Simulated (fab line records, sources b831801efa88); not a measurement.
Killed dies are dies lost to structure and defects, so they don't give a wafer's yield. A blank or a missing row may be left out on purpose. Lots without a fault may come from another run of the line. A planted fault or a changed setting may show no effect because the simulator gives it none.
Which tool did it? | flow gf180mcu | 12 lots, 36 wafers sampled, at 2 steps of a route of 602

WHAT THE GAUGES READ, wafer by wafer
GF_VT_IMPLANT_OVL_MEAS_07.
lot  | measured     | on         | VT_IMPLANT_OVL (nm)
L340 | day 5 20:27  | overlay-01 | -0.1 -0.3 -0.8
L341 | day 5 22:32  | overlay-02 | -0.1 1.9 2.3
L342 | day 6 09:50  | overlay-02 | -1.6 -1.1 -1.0
L343 | day 6 15:48  | overlay-02 | 0.6 1.2 -0.3
L344 | day 6 18:40  | overlay-02 | -0.1 -1.0 -2.3
L345 | day 6 21:54  | overlay-02 | 0.6 1.0 -1.2
L346 | day 7 03:54  | overlay-02 | 2.5 0.0 -1.2
L347 | day 7 09:26  | overlay-02 | -1.0 -0.3 -0.6
L348 | day 7 17:54  | overlay-01 | 0.6 0.4 1.5
L351 | day 8 13:23  | overlay-01 | 51.0 50.3 50.6 51.8 50.6 50.9
L352 | day 8 17:30  | overlay-02 | 52.3 52.4 52.9 53.2 52.1 53.1
L361 | day 11 00:05 | overlay-01 | -2.4 -0.7 0.1

WHICH TOOL RAN EACH LOT (tool, then ch and the chambers of the sampled wafers, then the start)
lot  | GF_VT_IMPLANT_EXPOSE_04
L340 | iline_stepper-01 ch 0, day 5 13:00
L341 | iline_stepper-01 ch 0, day 5 15:22
L342 | iline_stepper-01 ch 0, day 6 02:03
L343 | iline_stepper-02 ch 0, day 6 08:19
L344 | iline_stepper-01 ch 0, day 6 11:15
L345 | iline_stepper-01 ch 0, day 6 14:29
L346 | iline_stepper-01 ch 0, day 6 20:02
L347 | iline_stepper-01 ch 0, day 7 02:11
L348 | iline_stepper-02 ch 0, day 7 09:44
L351 | iline_stepper-01 ch 0, day 8 05:28
L352 | iline_stepper-01 ch 0, day 8 10:04
L361 | iline_stepper-02 ch 0, day 10 15:29
- GF_VT_IMPLANT_EXPOSE_04: exposes mask LVPWELL LV AREA, target cd 600 nm.

WHAT THE TOOLS THEMSELVES READ (means of the sampled wafers that have a number; where no wafer has one, the mark that the record gives instead)
The record holds no such reading with a usual standard deviation.

THE ANSWER, worked out from the rows above alone
Rule: what is usual is taken from the lots themselves. Put in order of their means at a reading, lots are off if they are a third of the lots or fewer, leave a main group of 4 or more, and stand apart from it by a gap of 3 or more times the standard deviation of the main group's means; of several such gaps the widest counts. A main group whose means are all the same, to the digits that the tables above print for the reading, isn't used. A lot without any number at a reading at which 4 lots or more have one is off too. The other lots that the step has rows for count as sound. The gauges are gone through in route order, then the tools' own readings, and for those a lot's mean is taken as printed above. The first step at which some lot is off is used, and at that step the reading that is off furthest; a lot without a number counts as furthest.
Off: L351, L352, at GF_VT_IMPLANT_OVL_MEAS_07 (VT_IMPLANT_OVL). The main group: mean -0.1 nm, standard deviation 0.85.
A tool fits if, at a process step before that reading, it ran every lot that is off, and no sound lot after the first of them. The gauges at GF_VT_IMPLANT_OVL_MEAS_07 are tried like those tools. One fits: iline_stepper-01 at GF_VT_IMPLANT_EXPOSE_04. Its last sound lot is L347 (day 7 02:11), its first lot that is off L351 (day 8 05:28): a fault that began between those two fits.

WHAT THE SIMULATOR HAD PUT IN
Scanner matching overlay: iline_stepper-01, from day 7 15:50 on, at GF_VT_IMPLANT_EXPOSE_04. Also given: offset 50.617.
Lots struck among those shown: L351, L352. The rule above found the same.
